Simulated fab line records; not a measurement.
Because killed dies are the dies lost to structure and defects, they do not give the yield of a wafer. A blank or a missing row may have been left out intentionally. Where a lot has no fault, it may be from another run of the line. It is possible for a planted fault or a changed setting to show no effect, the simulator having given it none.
Which tool is to blame? ; flow gf180mcu ; Sampling: 13 lots, 39 wafers, 4 of 602 route steps

== WHAT EACH GAUGE READ, for each wafer ==
GF_HV_LDD_OVL_MEAS_08.
lot;measured;on;HV_LDD_OVL (nm)
L696;day 9 23:34;overlay-01;3.0 2.3 1.2
L697;day 10 08:34;overlay-02;1.8 2.9 3.2
L698;day 10 14:46;overlay-01;1.9 0.0 0.5
L699;day 10 21:31;overlay-01;-0.4 0.0 0.6
L700;day 11 02:28;overlay-01;-0.1 0.7 -0.9
L702;day 11 18:07;overlay-01;0.4 -0.4 0.8
L704;day 12 11:25;overlay-01;-2.1 -1.0 0.6
L706;day 13 02:13;overlay-01;1.1 0.2 1.5
L713;day 15 05:52;overlay-01;1.1 1.1 2.5
L714;day 15 13:28;overlay-02;3.0 1.5 1.7
L715;day 15 21:56;overlay-02;-0.3 0.5 1.5
L718;day 16 21:13;overlay-02;1.3 1.5 2.0
L719;day 17 07:58;overlay-02;1.7 0.2 -0.1

GF_HV_LDD_THK_MEAS_57.
lot;measured;on;HV_LDD_CVD_56_THK (nm)
L696;day 12 10:21;film_metro-02;89.7 88.5 89.1
L697;day 12 21:52;film_metro-03;91.2 90.5 91.1
L698;day 13 04:04;film_metro-01;90.4 89.7 90.5
L699;day 13 10:25;film_metro-03;89.8 89.8 89.9
L700;day 13 18:04;film_metro-01;90.6 90.8 90.2
L702;day 14 10:58;film_metro-01;90.2 89.4 90.1
L704;day 15 05:08;film_metro-01;89.2 89.6 89.5
L706;day 15 22:11;film_metro-01;89.0 89.3 89.2
L713;day 18 05:42;film_metro-03;90.3 90.6 90.8
L714;day 18 14:36;film_metro-01;89.9 90.6 90.2
L715;day 18 23:11;film_metro-02;88.8 89.0 89.1
L718;day 20 00:42;film_metro-02;89.5 89.3 88.8
L719;day 20 11:18;film_metro-01;90.0 89.8 90.2

GF_PSD_OVL_MEAS_08.
lot;measured;on;PSD_OVL (nm)
L696;day 14 02:07;overlay-01;-1.0 -1.6 -0.3
L697;day 14 14:00;overlay-01;-1.9 -1.4 0.1
L698;day 14 22:22;overlay-02;0.0 2.0 1.2
L699;day 15 04:31;overlay-02;1.9 2.9 1.1
L700;day 15 12:21;overlay-02;-0.8 0.5 -0.5
L702;day 16 05:55;overlay-01;-2.7 -3.2 -2.3
L704;day 17 02:00;overlay-01;0.1 -1.5 -2.7
L706;day 17 19:58;overlay-01;-1.4 -1.5 -1.7
L713;day 20 05:31;overlay-01;-2.2 -0.7 -1.5
L714;day 20 14:51;overlay-01;-0.2 0.0 0.0
L715;day 20 23:25;overlay-01;-1.5 -1.2 -1.4
L718;day 22 01:04;overlay-02;-0.9 0.1 0.2
L719;day 22 10:19;overlay-02;-1.0 -0.9 -1.1

== TOOL THAT RAN EACH LOT (tool first, then ch and the chambers of the sampled wafers, then the start) ==
lot;GF_LVPWELL_EXPOSE_04
L696;iline_stepper-02 ch 0, day 3 13:38
L697;iline_stepper-01 ch 0, day 3 21:13
L698;iline_stepper-02 ch 0, day 4 02:20
L699;iline_stepper-02 ch 0, day 4 05:55
L700;iline_stepper-01 ch 0, day 4 10:40
L702;iline_stepper-02 ch 0, day 4 23:54
L704;iline_stepper-02 ch 0, day 5 10:31
L706;iline_stepper-02 ch 0, day 5 23:50
L713;iline_stepper-02 ch 0, day 7 13:13
L714;iline_stepper-01 ch 0, day 7 17:32
L715;iline_stepper-02 ch 0, day 7 23:46
L718;iline_stepper-01 ch 0, day 8 17:47
L719;iline_stepper-02 ch 0, day 9 01:13
- GF_LVPWELL_EXPOSE_04: exposes mask LVPWELL, target cd 600 nm.

== WHAT THE TOOLS THEMSELVES READ (means of the sampled wafers that have a number; where no wafer has one, the mark that the record gives instead) ==
The record holds no such reading with a usual standard deviation.

== THE ANSWER, worked out from the rows above alone ==
Rule: the lots themselves supply what counts as usual. The widest of any qualifying gaps counts: lots, ordered by their means at a reading, are off when they make up no more than a third of the lots, leave a main group of 4 or more, and stand apart from it by 3 or more times the standard deviation of that group's means. A main group is skipped when, at the precision printed for the reading in the tables above, its means are all equal. A lot without any number at a reading at which 4 lots or more have one is off too. The other lots that the step has rows for count as sound. The gauges are gone through in route order, then the tools' own readings, and for those a lot's mean is taken as printed above. The first step at which some lot is off is used, and at that step the reading that is off furthest; a lot without a number counts as furthest.
Nothing can be told from this: no lot is off at any reading shown.

== WHAT THE SIMULATOR HAD PUT IN ==
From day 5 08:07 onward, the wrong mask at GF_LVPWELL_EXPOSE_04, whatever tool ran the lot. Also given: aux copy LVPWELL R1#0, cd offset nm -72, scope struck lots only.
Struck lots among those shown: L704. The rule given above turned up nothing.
